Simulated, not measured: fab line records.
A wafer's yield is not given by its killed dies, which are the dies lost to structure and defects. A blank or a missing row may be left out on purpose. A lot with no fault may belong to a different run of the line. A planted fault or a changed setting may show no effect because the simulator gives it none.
The tool behind it: which one? / flow sky130 / 36 wafers from 12 lots sampled at 5 of the route's 708 steps

== WHAT EACH GAUGE READ, for each wafer ==
SKY_VT_ADJUST_HVTR_OVL_MEAS_08. Usual: VT_ADJUST_HVTR_OVL gives 1.0 nm (standard deviation 1.5).
lot=L784; measured=day 9 14:27; on=overlay-02; VT_ADJUST_HVTR_OVL (nm)=2.0 1.2 3.2; flag=
lot=L785; measured=day 10 02:51; on=overlay-02; VT_ADJUST_HVTR_OVL (nm)=-0.9 0.8 1.0; flag=
lot=L786; measured=day 10 12:14; on=overlay-01; VT_ADJUST_HVTR_OVL (nm)=1.9 0.9 1.4; flag=
lot=L787; measured=day 10 14:37; on=overlay-02; VT_ADJUST_HVTR_OVL (nm)=2.0 0.7 1.6; flag=
lot=L788; measured=day 10 22:26; on=overlay-01; VT_ADJUST_HVTR_OVL (nm)=-2.2 -2.4 0.6; flag=
lot=L789; measured=day 11 06:25; on=overlay-01; VT_ADJUST_HVTR_OVL (nm)=-1.0 -1.4 -2.3; flag=
lot=L790; measured=day 11 13:08; on=overlay-02; VT_ADJUST_HVTR_OVL (nm)=2.0 2.0 2.3; flag=
lot=L791; measured=day 11 17:52; on=overlay-01; VT_ADJUST_HVTR_OVL (nm)=1.8 0.4 -0.7; flag=
lot=L800; measured=day 14 07:18; on=overlay-01; VT_ADJUST_HVTR_OVL (nm)=-0.6 2.3 0.8; flag=
lot=L801; measured=day 14 14:12; on=overlay-01; VT_ADJUST_HVTR_OVL (nm)=1.5 1.6 1.7; flag=
lot=L803; measured=day 15 02:22; on=overlay-02; VT_ADJUST_HVTR_OVL (nm)=1.8 1.2 2.2; flag=
lot=L807; measured=day 16 08:40; on=overlay-02; VT_ADJUST_HVTR_OVL (nm)=1.7 -0.5 0.2; flag=

SKY_SONOS_TUNNEL_CD_MEAS_07: the cd target is 410 nm. Usual: cd-nm at 409.1 nm, with a standard deviation of 2.4.
lot=L784; measured=day 11 11:55; on=cd-sem-01; cd-nm (nm)=410.3 408.6 409.3; flag=
lot=L785; measured=day 11 23:59; on=cd-sem-01; cd-nm (nm)=407.8 407.8 410.1; flag=
lot=L786; measured=day 12 10:34; on=cd-sem-01; cd-nm (nm)=403.2 403.8 405.1; flag=
lot=L787; measured=day 12 11:44; on=cd-sem-02; cd-nm (nm)=408.4 407.9 408.1; flag=
lot=L788; measured=day 12 19:13; on=cd-sem-02; cd-nm (nm)=408.8 410.3 409.0; flag=
lot=L789; measured=day 13 04:08; on=cd-sem-01; cd-nm (nm)=404.1 405.0 405.4; flag=
lot=L790; measured=day 13 12:32; on=cd-sem-01; cd-nm (nm)=410.6 411.9 410.3; flag=
lot=L791; measured=day 13 18:01; on=cd-sem-01; cd-nm (nm)=411.2 410.4 411.5; flag=
lot=L800; measured=day 16 14:02; on=cd-sem-01; cd-nm (nm)=283.5 412.8 412.2; flag=OFF
lot=L801; measured=day 16 21:10; on=cd-sem-02; cd-nm (nm)=406.2 405.9 278.3; flag=OFF
lot=L803; measured=day 17 11:09; on=cd-sem-02; cd-nm (nm)=411.3 410.4 410.3; flag=
lot=L807; measured=day 18 19:05; on=cd-sem-01; cd-nm (nm)=412.2 412.4 410.1; flag=

== WHICH TOOL RAN EACH LOT (tool, then ch and the chambers of the sampled wafers, then the start) ==
lot=L784; SKY_VT_ADJUST_LVTN_STRIP_20=plasma-asher-04 ch 0,1, day 7 20:14; SKY_VT_ADJUST_PCH_STRIP_09=plasma-asher-02 ch 0,1, day 10 13:46; SKY_SONOS_TUNNEL_DEVELOP_06=litho-track-02 ch 0, day 11 11:46
lot=L785; SKY_VT_ADJUST_LVTN_STRIP_20=plasma-asher-03 ch 0,1, day 8 07:17; SKY_VT_ADJUST_PCH_STRIP_09=plasma-asher-03 ch 0,1, day 11 01:22; SKY_SONOS_TUNNEL_DEVELOP_06=litho-track-03 ch 0, day 11 23:50
lot=L786; SKY_VT_ADJUST_LVTN_STRIP_20=plasma-asher-04 ch 0,1, day 8 15:18; SKY_VT_ADJUST_PCH_STRIP_09=plasma-asher-03 ch 0,1, day 11 11:26; SKY_SONOS_TUNNEL_DEVELOP_06=litho-track-01 ch 0, day 12 10:25
lot=L787; SKY_VT_ADJUST_LVTN_STRIP_20=plasma-asher-03 ch 0,1, day 8 18:36; SKY_VT_ADJUST_PCH_STRIP_09=plasma-asher-02 ch 0,1, day 11 12:54; SKY_SONOS_TUNNEL_DEVELOP_06=litho-track-02 ch 0, day 12 11:35
lot=L788; SKY_VT_ADJUST_LVTN_STRIP_20=plasma-asher-01 ch 0,1, day 9 01:11; SKY_VT_ADJUST_PCH_STRIP_09=plasma-asher-02 ch 0,1, day 11 20:15; SKY_SONOS_TUNNEL_DEVELOP_06=litho-track-03 ch 0, day 12 19:04
lot=L789; SKY_VT_ADJUST_LVTN_STRIP_20=plasma-asher-04 ch 0,1, day 9 09:27; SKY_VT_ADJUST_PCH_STRIP_09=plasma-asher-01 ch 0,1, day 12 05:09; SKY_SONOS_TUNNEL_DEVELOP_06=litho-track-03 ch 0, day 13 03:59
lot=L790; SKY_VT_ADJUST_LVTN_STRIP_20=plasma-asher-04 ch 0,1, day 9 15:08; SKY_VT_ADJUST_PCH_STRIP_09=plasma-asher-02 ch 0,1, day 12 12:18; SKY_SONOS_TUNNEL_DEVELOP_06=litho-track-01 ch 0, day 13 12:23
lot=L791; SKY_VT_ADJUST_LVTN_STRIP_20=plasma-asher-01 ch 0,1, day 9 21:44; SKY_VT_ADJUST_PCH_STRIP_09=plasma-asher-03 ch 0,1, day 12 17:11; SKY_SONOS_TUNNEL_DEVELOP_06=litho-track-01 ch 0, day 13 17:52
lot=L800; SKY_VT_ADJUST_LVTN_STRIP_20=plasma-asher-04 ch 0,1, day 12 06:49; SKY_VT_ADJUST_PCH_STRIP_09=plasma-asher-02 ch 0,1, day 15 10:21; SKY_SONOS_TUNNEL_DEVELOP_06=litho-track-01 ch 0, day 16 13:53
lot=L801; SKY_VT_ADJUST_LVTN_STRIP_20=plasma-asher-01 ch 1, day 12 12:36; SKY_VT_ADJUST_PCH_STRIP_09=plasma-asher-02 ch 0, day 15 17:16; SKY_SONOS_TUNNEL_DEVELOP_06=litho-track-01 ch 0, day 16 21:01
lot=L803; SKY_VT_ADJUST_LVTN_STRIP_20=plasma-asher-01 ch 0,1, day 12 22:49; SKY_VT_ADJUST_PCH_STRIP_09=plasma-asher-01 ch 0,1, day 16 06:44; SKY_SONOS_TUNNEL_DEVELOP_06=litho-track-03 ch 0, day 17 11:01
lot=L807; SKY_VT_ADJUST_LVTN_STRIP_20=plasma-asher-04 ch 0,1, day 14 02:59; SKY_VT_ADJUST_PCH_STRIP_09=plasma-asher-02 ch 0,1, day 17 12:55; SKY_SONOS_TUNNEL_DEVELOP_06=litho-track-02 ch 0, day 18 18:56
- SKY_VT_ADJUST_LVTN_STRIP_20: strips in O2/N2.
- SKY_VT_ADJUST_PCH_STRIP_09: strips in O2/N2.
- SKY_SONOS_TUNNEL_DEVELOP_06: develop time 60 s.

== WHAT THE TOOLS THEMSELVES READ (means of the sampled wafers that have a number; where no wafer has one, the mark that the record gives instead) ==
SKY_VT_ADJUST_LVTN_STRIP_20. Usual: drypump-motor-current-A 5.9 A, standard deviation 0.55; oes-product-au 0.716 a.u., standard deviation 0.0041; strip-time-to-endpoint-s 14.19 s, standard deviation 0.037.
lot=L784; tool=plasma-asher-04; drypump-motor-current-A (A)=5.6; oes-product-au (a.u.)=0.717; strip-time-to-endpoint-s (s)=14.22; flag=
lot=L785; tool=plasma-asher-03; drypump-motor-current-A (A)=6.4; oes-product-au (a.u.)=0.717; strip-time-to-endpoint-s (s)=14.14; flag=
lot=L786; tool=plasma-asher-04; drypump-motor-current-A (A)=5.6; oes-product-au (a.u.)=0.716; strip-time-to-endpoint-s (s)=14.18; flag=
lot=L787; tool=plasma-asher-03; drypump-motor-current-A (A)=6.4; oes-product-au (a.u.)=0.715; strip-time-to-endpoint-s (s)=14.22; flag=
lot=L788; tool=plasma-asher-01; drypump-motor-current-A (A)=5.4; oes-product-au (a.u.)=0.715; strip-time-to-endpoint-s (s)=14.22; flag=
lot=L789; tool=plasma-asher-04; drypump-motor-current-A (A)=5.9; oes-product-au (a.u.)=0.716; strip-time-to-endpoint-s (s)=14.22; flag=
lot=L790; tool=plasma-asher-04; drypump-motor-current-A (A)=5.6; oes-product-au (a.u.)=0.717; strip-time-to-endpoint-s (s)=14.16; flag=
lot=L791; tool=plasma-asher-01; drypump-motor-current-A (A)=5.5; oes-product-au (a.u.)=0.713; strip-time-to-endpoint-s (s)=14.22; flag=
lot=L800; tool=plasma-asher-04; drypump-motor-current-A (A)=5.9; oes-product-au (a.u.)=0.715; strip-time-to-endpoint-s (s)=14.16; flag=
lot=L801; tool=plasma-asher-01; drypump-motor-current-A (A)=5.7; oes-product-au (a.u.)=0.717; strip-time-to-endpoint-s (s)=14.19; flag=
lot=L803; tool=plasma-asher-01; drypump-motor-current-A (A)=5.5; oes-product-au (a.u.)=0.715; strip-time-to-endpoint-s (s)=14.15; flag=
lot=L807; tool=plasma-asher-04; drypump-motor-current-A (A)=5.6; oes-product-au (a.u.)=0.717; strip-time-to-endpoint-s (s)=14.17; flag=

SKY_VT_ADJUST_PCH_STRIP_09. Usual: drypump-motor-current-A 6.0 A, standard deviation 0.36; oes-product-au 0.722 a.u., standard deviation 0.0046; strip-time-to-endpoint-s 36.90 s, standard deviation 0.089.
lot=L784; tool=plasma-asher-02; drypump-motor-current-A (A)=6.0; oes-product-au (a.u.)=0.725; strip-time-to-endpoint-s (s)=37.07; flag=
lot=L785; tool=plasma-asher-03; drypump-motor-current-A (A)=6.4; oes-product-au (a.u.)=0.726; strip-time-to-endpoint-s (s)=36.71; flag=
lot=L786; tool=plasma-asher-03; drypump-motor-current-A (A)=6.3; oes-product-au (a.u.)=0.717; strip-time-to-endpoint-s (s)=36.90; flag=
lot=L787; tool=plasma-asher-02; drypump-motor-current-A (A)=5.8; oes-product-au (a.u.)=0.719; strip-time-to-endpoint-s (s)=36.77; flag=
lot=L788; tool=plasma-asher-02; drypump-motor-current-A (A)=5.8; oes-product-au (a.u.)=0.723; strip-time-to-endpoint-s (s)=36.86; flag=
lot=L789; tool=plasma-asher-01; drypump-motor-current-A (A)=5.4; oes-product-au (a.u.)=0.725; strip-time-to-endpoint-s (s)=36.89; flag=
lot=L790; tool=plasma-asher-02; drypump-motor-current-A (A)=5.8; oes-product-au (a.u.)=0.722; strip-time-to-endpoint-s (s)=36.88; flag=
lot=L791; tool=plasma-asher-03; drypump-motor-current-A (A)=6.3; oes-product-au (a.u.)=0.720; strip-time-to-endpoint-s (s)=36.86; flag=
lot=L800; tool=plasma-asher-02; drypump-motor-current-A (A)=6.0; oes-product-au (a.u.)=0.724; strip-time-to-endpoint-s (s)=36.92; flag=
lot=L801; tool=plasma-asher-02; drypump-motor-current-A (A)=5.7; oes-product-au (a.u.)=0.723; strip-time-to-endpoint-s (s)=37.00; flag=
lot=L803; tool=plasma-asher-01; drypump-motor-current-A (A)=5.5; oes-product-au (a.u.)=0.719; strip-time-to-endpoint-s (s)=36.97; flag=
lot=L807; tool=plasma-asher-02; drypump-motor-current-A (A)=6.0; oes-product-au (a.u.)=0.722; strip-time-to-endpoint-s (s)=37.00; flag=

SKY_SONOS_TUNNEL_DEVELOP_06. Usual: chill-plate-temp-C at 23.01 C, with a standard deviation of 0.1.
lot=L784; tool=litho-track-02; chill-plate-temp-C (C)=23.09; flag=
lot=L785; tool=litho-track-03; chill-plate-temp-C (C)=22.95; flag=
lot=L786; tool=litho-track-01; chill-plate-temp-C (C)=22.99; flag=
lot=L787; tool=litho-track-02; chill-plate-temp-C (C)=23.04; flag=
lot=L788; tool=litho-track-03; chill-plate-temp-C (C)=23.06; flag=
lot=L789; tool=litho-track-03; chill-plate-temp-C (C)=23.11; flag=
lot=L790; tool=litho-track-01; chill-plate-temp-C (C)=22.90; flag=
lot=L791; tool=litho-track-01; chill-plate-temp-C (C)=22.90; flag=
lot=L800; tool=litho-track-01; chill-plate-temp-C (C)=22.93; flag=
lot=L801; tool=litho-track-01; chill-plate-temp-C (C)=23.02; flag=
lot=L803; tool=litho-track-03; chill-plate-temp-C (C)=22.99; flag=
lot=L807; tool=litho-track-02; chill-plate-temp-C (C)=23.00; flag=

== THE ANSWER, worked out from the rows above alone ==
Rule: take the mean of a lot's wafers that have a number; if it is more than 3 standard deviations from the usual mean, the lot is off. Also off: a lot with no number at a reading for which 4 or more lots have one. All remaining lots with rows at the step are treated as sound. First the gauges in route order, then the tools' own readings, where a lot's mean is used as printed above. The first step at which some lot is off is used, and at that step the reading that is off furthest; a lot without a number counts as furthest.
Off, at SKY_SONOS_TUNNEL_CD_MEAS_07 on cd-nm: L800, L801.
If a tool, at a process step before that reading, ran all the lots that are off and no sound lot after the first of them, it fits. Gauges at SKY_SONOS_TUNNEL_CD_MEAS_07: tried the same way as those tools. One fits: SKY_SONOS_TUNNEL_DEVELOP_06 on litho-track-01. Its last sound lot is L791 (day 13 17:52), its first lot that is off L800 (day 16 13:53): a fault that began between those two fits.

== WHAT THE SIMULATOR HAD INSERTED ==
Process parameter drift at SKY_SONOS_TUNNEL_DEVELOP_06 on litho-track-01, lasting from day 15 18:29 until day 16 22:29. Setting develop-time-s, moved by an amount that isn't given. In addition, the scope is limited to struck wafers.
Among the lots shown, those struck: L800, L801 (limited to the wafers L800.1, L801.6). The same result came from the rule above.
